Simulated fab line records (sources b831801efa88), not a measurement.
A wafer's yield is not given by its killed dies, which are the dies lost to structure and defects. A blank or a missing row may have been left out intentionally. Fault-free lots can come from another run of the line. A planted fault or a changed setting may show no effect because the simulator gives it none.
One fault seen from 2 desks    flow gf180mcu    every desk sees just its own numbers, and what lay behind them comes last

== TOOL OWNER'S DESK, pvd sputter-02 ==
The tool's own readings at GF_TOP_METAL_SPUTTER_02 (material AlCu, target thk 900 nm, time 47.82 s): means of the sampled wafers that have a number, for each lot that ran on this tool. The brackets show how far a lot's mean lies from the usual mean; more than 4 standard deviations puts the lot out of limits, marked OUT.
Columns: A = throttle valve pct at GF_TOP_METAL_SPUTTER_02, usual 30.2 %
lot   first seen here  A
L414  day 27 09:17     30.4
L419  day 29 05:37     30.0
L421  day 29 16:13     30.0
L425  day 30 19:43     30.0
L430  day 32 06:40     30.4
L432  day 32 19:28     30.0
L433  day 33 00:19     29.5
Finding of this desk: none of the 7 lots has anything out of limits.

== THE METROLOGY DESK ==
Lot by lot, what the gauges showed, no matter which tool ran the lot: averages of those sampled wafers that carry a number. The brackets show how far a lot's mean lies from the usual mean; more than 4 standard deviations puts the lot out of limits, marked OUT.
Columns: A = cd nm at GF_V5_CD_MEAS_14, usual 260.1 nm; B = TOP_METAL_ALCU_RS at GF_TOP_METAL_RS_MEAS_05, usual 0.0329 ohm/sq; C = TOP_METAL_ALCU_THK at GF_TOP_METAL_THK_MEAS_06, usual 890 nm
lot   first seen here  A      B                  C
L413  day 27 01:08     260.7  0.0326             887
L414  day 27 07:37     258.7  0.0331             889
L419  day 29 03:55     259.4  0.0331             886
L421  day 29 14:34     260.5  0.0329             896
L425  day 30 18:02     258.5  0.0330             876
L430  day 32 04:55     260.8  0.0351 (+6.8) OUT  843
L431  day 32 10:16     259.9  0.0331             879
L432  day 32 17:50     260.6  0.0346 (+5.3) OUT  859
L433  day 32 22:41     259.7  0.0344 (+4.6) OUT  861
L434  day 33 09:08     259.7  0.0322             914
Finding of this desk: L430, L432, L433 out of limits, first seen on L430 at day 32 06:45 (TOP_METAL_ALCU_RS at GF_TOP_METAL_RS_MEAS_05). In limits: L413, L414, L419, L421, L425, L431, L434.

== BROUGHT TOGETHER ==
Metrology desk: alarm possible at day 32 06:45 on L430, L432, L433.
Nothing out of limits was seen by the tool owner's desk.
On record at the tool owner's desk: L430, L432, L433, within its limits.
On pvd sputter-02, each named lot ran GF_TOP_METAL_SPUTTER_02.

== WHAT THE SIMULATOR HAD INSERTED ==
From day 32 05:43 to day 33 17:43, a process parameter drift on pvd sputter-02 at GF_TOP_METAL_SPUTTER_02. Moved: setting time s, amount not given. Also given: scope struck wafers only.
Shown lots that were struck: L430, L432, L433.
Hours from the fault's start to each desk's first reading out of limits: the metrology desk, 1.
